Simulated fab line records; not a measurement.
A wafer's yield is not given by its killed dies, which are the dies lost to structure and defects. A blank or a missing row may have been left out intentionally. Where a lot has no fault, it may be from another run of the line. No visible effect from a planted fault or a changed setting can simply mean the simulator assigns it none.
Matching of chambers / flow gf180mcu / GF_V5_CVD_02 on pecvd-03 has 3 sister chambers
The step deposits SiO2 from TEOS, target thk 1450 nm, time 163.28 s. 6 wafers are shown with their chamber, then 10 later ones without.

EACH WAFER AND ITS CHAMBER
wafer=L082.2; chamber=0; heater_power_w (W)=728; susceptor_temp_C (C)=399.86
wafer=L082.5; chamber=0; heater_power_w (W)=816; susceptor_temp_C (C)=399.80
wafer=L083.2; chamber=1; heater_power_w (W)=657; susceptor_temp_C (C)=400.35
wafer=L083.4; chamber=2; heater_power_w (W)=729; susceptor_temp_C (C)=399.92
wafer=L085.1; chamber=1; heater_power_w (W)=691; susceptor_temp_C (C)=399.97
wafer=L085.2; chamber=2; heater_power_w (W)=726; susceptor_temp_C (C)=400.11

WAFERS WHOSE CHAMBER IS MISSING
wafer=L085.5; heater_power_w (W)=591; susceptor_temp_C (C)=400.07
wafer=L090.2; heater_power_w (W)=646; susceptor_temp_C (C)=399.57
wafer=L090.3; heater_power_w (W)=685; susceptor_temp_C (C)=400.46
wafer=L090.5; heater_power_w (W)=681; susceptor_temp_C (C)=400.21
wafer=L091.2; heater_power_w (W)=558; susceptor_temp_C (C)=400.03
wafer=L091.4; heater_power_w (W)=629; susceptor_temp_C (C)=399.85
wafer=L091.6; heater_power_w (W)=689; susceptor_temp_C (C)=400.16
wafer=L095.1; heater_power_w (W)=833; susceptor_temp_C (C)=400.22
wafer=L095.2; heater_power_w (W)=661; susceptor_temp_C (C)=399.99
wafer=L095.3; heater_power_w (W)=688; susceptor_temp_C (C)=400.01

WHICH CHAMBER EACH ONE RAN IN
wafer=L085.5; from the rows above=can't be placed: 1 or 2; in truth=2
wafer=L090.2; from the rows above=can't be placed: 2 or 1 or 0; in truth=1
wafer=L090.3; from the rows above=can't be placed: 1 or 2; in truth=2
wafer=L090.5; from the rows above=can't be placed: 1 or 2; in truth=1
wafer=L091.2; from the rows above=can't be placed: 1 or 2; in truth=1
wafer=L091.4; from the rows above=can't be placed: 1 or 2 or 0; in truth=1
wafer=L091.6; from the rows above=can't be placed: 1 or 2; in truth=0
wafer=L095.1; from the rows above=can't be placed: 0 or 2 or 1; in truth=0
wafer=L095.2; from the rows above=can't be placed: 1 or 2 or 0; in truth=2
wafer=L095.3; from the rows above=can't be placed: 1 or 2 or 0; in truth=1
Placed correctly: 0 of 10. These rows do not allow placing 10 (true chamber among the candidates in 9). Wrongly placed: 0.
How it was worked out, from the rows above alone: a wafer's distance from a chamber is the root of the sum, over the readings, of the square of ((its reading less the chamber's mean) divided by the reading's scatter). If the next closest chamber is less than 2 further off than the closest, the wafer can't be placed; otherwise it belongs to the closest. A chamber's mean is the mean of its shown wafers. How the scatter is found: for the shown wafers, subtract from each reading the mean of its chamber, square and add these, divide the total by (wafers less chambers), then take the root.
